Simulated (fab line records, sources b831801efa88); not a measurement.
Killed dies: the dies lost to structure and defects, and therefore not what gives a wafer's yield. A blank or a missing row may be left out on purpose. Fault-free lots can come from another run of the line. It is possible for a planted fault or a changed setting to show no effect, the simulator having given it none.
Comparing a struck lot with a sound one | flow sky130 | 42 steps out of a route of 708
Sound: these wafers, L564.1, L564.3, L564.4. Struck: wafers L579.1, L579.6. (L579.5 of the same lot was not struck and is left out.) The cause comes at the end.
Order at every step that has rows: each side's tool, ch and its chambers, its first start. Under that, the readings that differ: sound wafers | struck wafers | difference of the means | sigmas: that difference in standard deviations of wafers without a fault.
alike: same words and numbers on both sides, and readings whose means sit less than 2 such deviations apart. not compared: any withheld reading, any reading some wafer has no value for, any bound like >300 that may hide the same value, and any number with overlapping values for which the record gives no deviation.
A row with sigmas, a row that says differs or no value, or rows on one side alone: a step with any of these is where the two part. When numbers do not overlap yet have no deviation, they are printed without sigmas and do not part them. A reading missing from all wafers of one side parts the sides only when that side holds two or more wafers.

SKY_SD_P_OVL_MEAS_08:
  sound on overlay-02, day 26 08:53; struck on overlay-01, day 31 17:08
  alike: SD_P_OVL
then, 1 step without rows for these wafers: SKY_SD_P_IMPLANT_09.
SKY_SD_P_STRIP_10: strips in O2/N2.
  sound on plasma asher-04 ch 0,1, day 26 09:07; struck on plasma asher-02 ch 1, day 31 17:20
  alike: drypump motor current A, n2 flow sccm, oes product au, strip time to endpoint s
  not compared: rf hours counter h
SKY_SD_P_TW_MEAS_11:
  sound on film metro-01, day 26 09:13; struck on film metro-01, day 31 17:26
  alike: SD_P_TW
then, 8 steps without rows for these wafers: SKY_RES_XHIGH_DEHYDRATE_00 (time 60 s); SKY_RES_XHIGH_HMDS_01 (prime time 60 s); SKY_RES_XHIGH_COAT_02 (resist thk 1140 nm); SKY_RES_XHIGH_SOFTBAKE_03 (time 60 s); SKY_RES_XHIGH_EXPOSE_04 (exposes mask URPM, target cd 1270 nm); SKY_RES_XHIGH_PEB_05; SKY_RES_XHIGH_DEVELOP_06 (develop time 60 s); SKY_RES_XHIGH_IMPLANT_07.
SKY_RES_XHIGH_STRIP_08: strips in O2/N2.
  sound on plasma asher-04 ch 0,1, day 27 14:16; struck on plasma asher-04 ch 1, day 32 20:31
  reading                      | sound             | struck      | difference | sigmas
  strip time to endpoint s (s) | 14.30 14.30 14.32 | 14.18 14.23 | -0.10      | -2
  alike: drypump motor current A, n2 flow sccm, oes product au
  not compared: rf hours counter h
SKY_RES_XHIGH_TW_MEAS_09:
  sound on film metro-02, day 27 14:22; struck on film metro-02, day 32 20:37
  alike: RES_XHIGH_TW
then, 7 steps without rows for these wafers: SKY_SD_N_DEHYDRATE_00 (time 60 s); SKY_SD_N_HMDS_01 (prime time 60 s); SKY_SD_N_COAT_02 (resist thk 1140 nm); SKY_SD_N_SOFTBAKE_03 (time 60 s); SKY_SD_N_EXPOSE_04 (exposes mask NSDM, target cd 380 nm); SKY_SD_N_PEB_05; SKY_SD_N_DEVELOP_06 (develop time 60 s).
SKY_SD_N_CD_MEAS_07 targets a cd of 380 nm.
  sound on cd sem-02, day 28 18:13; struck on cd sem-01, day 33 22:13
  alike: cd nm
SKY_SD_N_OVL_MEAS_08:
  sound on overlay-01, day 28 18:20; struck on overlay-02, day 33 22:20
  alike: SD_N_OVL
then, 2 steps without rows for these wafers: SKY_SD_N_IMPLANT_09; SKY_SD_N_IMPLANT_10.
SKY_SD_N_STRIP_11: strips in O2/N2.
  sound on plasma asher-02 ch 0,1, day 28 18:41; struck on plasma asher-02 ch 0, day 33 22:41
  alike: drypump motor current A, n2 flow sccm, oes product au, strip time to endpoint s
  not compared: rf hours counter h
SKY_SD_N_TW_MEAS_12:
  sound on film metro-02, day 28 18:47; struck on film metro-03, day 33 22:47
  alike: SD_N_TW
then, 1 step without rows for these wafers: SKY_SD_N_CLEAN_13 (cleans in SC1/SC2, time 150 s).
SKY_SD_N_RTA_14: time 2 s.
  sound on rtp anneal-01 ch 0, day 28 18:53; struck on rtp anneal-02 ch 0, day 33 22:53
  alike: lamp power pct, wafer_temp_C_max
SKY_SD_N_RS_MEAS_16: the measuring method here is four-point-probe.
  sound on film metro-01, day 28 19:04; struck on film metro-01, day 33 23:04
  alike: SD_N_RS
SKY_SD_N_RS_MEAS_17: the measuring method here is four-point-probe.
  sound on film metro-01, day 28 19:11; struck on film metro-01, day 33 23:11
  alike: SD_P_RS
SKY_SD_N_RS_MEAS_18: the measuring method here is four-point-probe.
  sound on film metro-01, day 28 19:18; struck on film metro-01, day 33 23:18
  alike: RES_XHIGH_RS
then, 2 steps without rows for these wafers: SKY_SALICIDE_CLEAN_00 (cleans in HF-last, time 30 s); SKY_LI_CONTACT_HDPCVD_00 (deposits PSG, target thk 930 nm, time 155 s).
SKY_LI_CONTACT_THK_MEAS_01:
  sound on film metro-02, day 28 19:32; struck on film metro-03, day 33 23:32
  alike: LI_CONTACT_HDPCVD_THK
SKY_LI_CONTACT_CMP_02: polishes PSG.
  sound on cmp-01 ch 0,1,3, day 28 19:39; struck on cmp-02 ch 0,3, day 33 23:36
  alike: motor current A, time to endpoint s
SKY_LI_CONTACT_BOW_MEAS_03:
  sound on film metro-02, day 28 19:54; struck on film metro-01, day 33 23:54
  alike: LI_CONTACT_BOW
then, 4 steps without rows for these wafers: SKY_LI_CONTACT_DEHYDRATE_04 (time 60 s); SKY_LI_CONTACT_HMDS_05 (prime time 60 s); SKY_LI_CONTACT_COAT_06 (resist thk 60 nm); SKY_LI_CONTACT_COAT_07 (resist thk 450 nm).
-- a jump in the record: the struck wafers' starts before and after are 16 days apart (it breaks off in module LI_CONTACT and resumes in module PAD_OPEN, where the first step shown is number 708 of the route) --
SKY_PAD_OPEN_PROBE_99:
  only the struck wafers here have rows in the record (prober-01, day 50 00:32); the sound ones have none

== WHERE THEY PART ==
Last at SKY_PAD_OPEN_PROBE_99 as far as this record goes, first at SKY_RES_XHIGH_STRIP_08.

WHY: what had been put in by the simulator
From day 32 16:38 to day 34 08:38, plasma asher-04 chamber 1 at SKY_RES_XHIGH_STRIP_08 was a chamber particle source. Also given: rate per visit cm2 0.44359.
